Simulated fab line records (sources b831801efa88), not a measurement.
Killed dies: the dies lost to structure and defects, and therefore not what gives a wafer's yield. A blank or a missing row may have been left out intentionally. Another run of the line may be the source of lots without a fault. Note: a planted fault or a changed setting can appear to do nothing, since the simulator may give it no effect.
Which of the tools did it? | flow gf180mcu | 14 lots, 42 wafers sampled, at 4 steps of a route of 602

## WHAT THE GAUGES READ, wafer by wafer
No reading from a measuring or inspecting step in the record can be judged against a usual standard deviation.

## EACH LOT AND THE TOOL THAT RAN IT (in order: tool; ch and the chambers of the sampled wafers; start)
lot  | GF_MVPSD_STRIP_10                    | GF_HV_LDD_STRIP_22                   | GF_HV_LDD_PEB_44                  | GF_HV_LDD_RTA_52
L908 | plasma asher-02 ch 0,1, day 5 02:24  | plasma asher-02 ch 0,1, day 10 20:29 | litho track-04 ch 0, day 12 09:40 | rtp anneal-02 ch 0, day 12 10:28
L909 | plasma asher-01 ch 0,1, day 5 06:24  | plasma asher-02 ch 0,1, day 11 00:55 | litho track-03 ch 0, day 12 14:07 | rtp anneal-01 ch 0, day 12 14:56
L910 | plasma asher-01 ch 0,1, day 5 12:07  | plasma asher-04 ch 0,1, day 11 06:37 | litho track-03 ch 0, day 12 21:30 | rtp anneal-01 ch 0, day 12 22:18
L911 | plasma asher-01 ch 1, day 5 17:45    | plasma asher-01 ch 0,1, day 11 13:09 | litho track-01 ch 0, day 13 03:28 | rtp anneal-01 ch 0, day 13 04:20
L912 | plasma asher-01 ch 0,1, day 6 00:16  | plasma asher-01 ch 0,1, day 11 23:55 | litho track-03 ch 0, day 13 15:33 | rtp anneal-01 ch 0, day 13 16:21
L914 | plasma asher-04 ch 0,1, day 6 11:36  | plasma asher-01 ch 0,1, day 12 16:08 | litho track-04 ch 0, day 14 08:29 | rtp anneal-01 ch 0, day 14 09:17
L915 | plasma asher-02 ch 0,1, day 6 19:33  | plasma asher-04 ch 0,1, day 13 03:05 | litho track-01 ch 0, day 14 20:11 | rtp anneal-01 ch 0, day 14 20:59
L916 | plasma asher-04 ch 0,1, day 7 00:47  | plasma asher-04 ch 0,1, day 13 09:19 | litho track-01 ch 0, day 15 03:43 | rtp anneal-01 ch 0, day 15 04:30
L920 | plasma asher-01 ch 0,1, day 8 00:47  | plasma asher-01 ch 0,1, day 14 16:57 | litho track-04, day 16 12:49      | rtp anneal-01 ch 0, day 16 13:36
L921 | plasma asher-04 ch 0,1, day 8 07:43  | plasma asher-01 ch 0,1, day 15 00:11 | litho track-01, day 16 20:16      | rtp anneal-01 ch 0, day 16 21:05
L927 | plasma asher-02 ch 0,1, day 9 18:38  | plasma asher-01 ch 0,1, day 16 20:04 | litho track-01 ch 0, day 18 19:31 | rtp anneal-02 ch 0, day 18 20:21
L928 | plasma asher-01 ch 0,1, day 10 02:19 | plasma asher-02 ch 0,1, day 17 04:58 | litho track-01 ch 0, day 19 04:23 | rtp anneal-01 ch 0, day 19 05:11
L929 | plasma asher-01 ch 0,1, day 10 05:00 | plasma asher-02 ch 0,1, day 17 06:58 | litho track-03 ch 0, day 19 06:07 | rtp anneal-01 ch 0, day 19 06:56
L930 | plasma asher-01 ch 1, day 10 11:56   | plasma asher-01 ch 0,1, day 17 15:07 | litho track-03 ch 0, day 19 14:55 | rtp anneal-02 ch 0, day 19 15:44
- GF_MVPSD_STRIP_10: strips in O2/N2.
- GF_HV_LDD_STRIP_22: strips in O2/N2.
- GF_HV_LDD_PEB_44
- GF_HV_LDD_RTA_52: time 10 s.

## WHAT THE TOOLS THEMSELVES READ (means of the sampled wafers that have a number; where no wafer has one, the mark that the record gives instead)
GF_MVPSD_STRIP_10.
lot  | tool            | drypump motor current A (A) | heater power w (W) | oes product au (a.u.) | strip time to endpoint s (s)
L908 | plasma asher-02 | 5.48                        | 309                | 0.722                 | 36.98
L909 | plasma asher-01 | 5.85                        | 313                | 0.719                 | 37.09
L910 | plasma asher-01 | 5.87                        | 317                | 0.719                 | 37.06
L911 | plasma asher-01 | 5.60                        | 302                | 0.727                 | 36.97
L912 | plasma asher-01 | 5.75                        | 307                | 0.721                 | 37.14
L914 | plasma asher-04 | 5.31                        | 318                | 0.729                 | 36.96
L915 | plasma asher-02 | 5.53                        | 320                | 0.721                 | 37.12
L916 | plasma asher-04 | 5.27                        | 312                | 0.717                 | 37.00
L920 | plasma asher-01 | 5.74                        | 309                | 0.719                 | 36.97
L921 | plasma asher-04 | 5.26                        | 321                | 0.721                 | 36.85
L927 | plasma asher-02 | 5.49                        | 327                | 0.721                 | 37.07
L928 | plasma asher-01 | 5.73                        | 306                | 0.725                 | 36.88
L929 | plasma asher-01 | 5.74                        | 313                | 0.722                 | 37.03
L930 | plasma asher-01 | 5.60                        | 304                | 0.723                 | 37.06

GF_HV_LDD_STRIP_22.
lot  | tool            | drypump motor current A (A) | heater power w (W) | oes product au (a.u.) | strip time to endpoint s (s)
L908 | plasma asher-02 | 5.40                        | 336                | 0.717                 | 12.59
L909 | plasma asher-02 | 5.38                        | 333                | 0.720                 | 12.70
L910 | plasma asher-04 | 5.25                        | 320                | 0.718                 | 12.60
L911 | plasma asher-01 | 5.76                        | 305                | 0.717                 | 12.64
L912 | plasma asher-01 | 5.86                        | 315                | 0.719                 | 12.59
L914 | plasma asher-01 | 5.75                        | 310                | 0.715                 | 12.65
L915 | plasma asher-04 | 5.26                        | 317                | 0.713                 | 12.60
L916 | plasma asher-04 | 5.25                        | 320                | 0.715                 | 12.63
L920 | plasma asher-01 | 5.89                        | 318                | 0.715                 | 12.65
L921 | plasma asher-01 | 5.74                        | 310                | 0.718                 | 12.59
L927 | plasma asher-01 | 5.88                        | 313                | 0.714                 | 12.62
L928 | plasma asher-02 | 5.37                        | 338                | 0.715                 | 12.59
L929 | plasma asher-02 | 5.38                        | 336                | 0.715                 | 12.62
L930 | plasma asher-01 | 5.88                        | 315                | 0.714                 | 12.61

GF_HV_LDD_PEB_44.
lot  | tool           | exhaust pa (Pa)
L908 | litho track-04 | 45.4
L909 | litho track-03 | 45.1
L910 | litho track-03 | 44.6
L911 | litho track-01 | 44.5
L912 | litho track-03 | 45.1
L914 | litho track-04 | 44.6
L915 | litho track-01 | 46.6
L916 | litho track-01 | 46.0
L920 | litho track-04 | -
L921 | litho track-01 | -
L927 | litho track-01 | 45.4
L928 | litho track-01 | 44.7
L929 | litho track-03 | 45.1
L930 | litho track-03 | 45.7

GF_HV_LDD_RTA_52.
lot  | tool          | lamp power pct (%) | wafer_temp_C_max
L908 | rtp anneal-02 | 35.5               | 1002.4
L909 | rtp anneal-01 | 31.2               | 1004.1
L910 | rtp anneal-01 | 31.2               | 1004.1
L911 | rtp anneal-01 | 31.2               | 1003.9
L912 | rtp anneal-01 | 31.3               | 1003.2
L914 | rtp anneal-01 | 31.2               | 1003.9
L915 | rtp anneal-01 | 31.2               | 1004.1
L916 | rtp anneal-01 | 31.2               | 1003.6
L920 | rtp anneal-01 | 31.3               | 1003.9
L921 | rtp anneal-01 | 31.2               | 1004.5
L927 | rtp anneal-02 | 35.5               | 1003.3
L928 | rtp anneal-01 | 31.2               | 1003.9
L929 | rtp anneal-01 | 31.2               | 1005.0
L930 | rtp anneal-02 | 35.5               | 1002.5

## THE ANSWER, worked out from the rows above alone
Rule: usual is defined by the lots themselves. Put in order of their means at a reading, lots are off if they are a third of the lots or fewer, leave a main group of 4 or more, and stand apart from it by a gap of 3 or more times the standard deviation of the main group's means; of several such gaps the widest counts. A main group is skipped when, at the precision printed for the reading in the tables above, its means are all equal. Also off: a lot with no number at a reading for which 4 or more lots have one. Any other lot the step has rows for is counted as sound. The gauges are gone through in route order, then the tools' own readings, and for those a lot's mean is taken as printed above. At the first step where some lot is off, the reading lying furthest off is the one used; lots without a number count as furthest.
Off: L920, L921, at GF_HV_LDD_PEB_44 (exhaust pa). Without a number there: L920, L921. The main group: mean 45.2 Pa, standard deviation 0.61.
If a tool, at that step or one of the process steps before it, ran each lot that is off and ran no sound lot following the first of them, it fits. Of those tried, none fits.

## WHAT HAD BEEN PUT IN BY THE SIMULATOR
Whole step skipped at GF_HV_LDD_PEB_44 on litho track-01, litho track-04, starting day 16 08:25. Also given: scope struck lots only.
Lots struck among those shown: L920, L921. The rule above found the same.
